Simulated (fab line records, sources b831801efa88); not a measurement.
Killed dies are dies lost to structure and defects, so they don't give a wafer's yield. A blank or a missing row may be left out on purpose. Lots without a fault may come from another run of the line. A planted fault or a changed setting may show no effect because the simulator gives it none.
Chamber matching | flow gf180mcu | GF_STI_CMP_25 on cmp-01: 4 sister chambers
The step polishes, stops on Si3N4, t overpolish 33 s, target thk 524.6 nm. 8 wafers are shown with their chamber, then 8 later ones without.

WAFERS WITH THEIR CHAMBER
wafer  | chamber | motor_current_A (A) | time_to_endpoint_s (s)
L120.2 | 0       | 13.7                | 128
L120.3 | 3       | 11.4                | 123
L122.1 | 2       | 13.0                | 110
L122.6 | 0       | 14.4                | 116
L130.3 | 3       | 11.0                | 118
L130.5 | 2       | 12.7                | 118
L130.6 | 1       | 12.1                | 116
L132.1 | 1       | 12.2                | 118

WAFERS WITHOUT THEIR CHAMBER
wafer  | motor_current_A (A) | time_to_endpoint_s (s)
L132.2 | 11.1                | 115
L132.5 | 13.1                | 115
L133.3 | 12.7                | 120
L133.4 | 14.4                | 125
L133.5 | 14.5                | 124
L135.1 | 12.2                | 118
L135.2 | 11.0                | 125
L135.4 | 13.6                | 123

WHICH CHAMBER EACH WENT THROUGH
wafer  | from the rows above     | in truth
L132.2 | 3                       | 3
L132.5 | 2                       | 2
L133.3 | can't be placed: 2 or 1 | 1
L133.4 | 0                       | 0
L133.5 | 0                       | 0
L135.1 | 1                       | 1
L135.2 | 3                       | 3
L135.4 | can't be placed: 0 or 2 | 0
Placed correctly: 6 of 8. Can't be placed from these rows: 2 (the true chamber is among the candidates in 2). Placed wrongly: 0.
How it was worked out, from the rows above alone: a wafer's distance from a chamber is the root of the sum, over the readings, of the square of ((its reading less the chamber's mean) divided by the reading's scatter). The wafer belongs to the nearest chamber; if the next one is less than 2 further off, it can't be placed. A chamber's mean is the mean of its shown wafers. The scatter: the root of (the sum of the squares of (reading less its chamber's mean) over the shown wafers, divided by (wafers less chambers)).
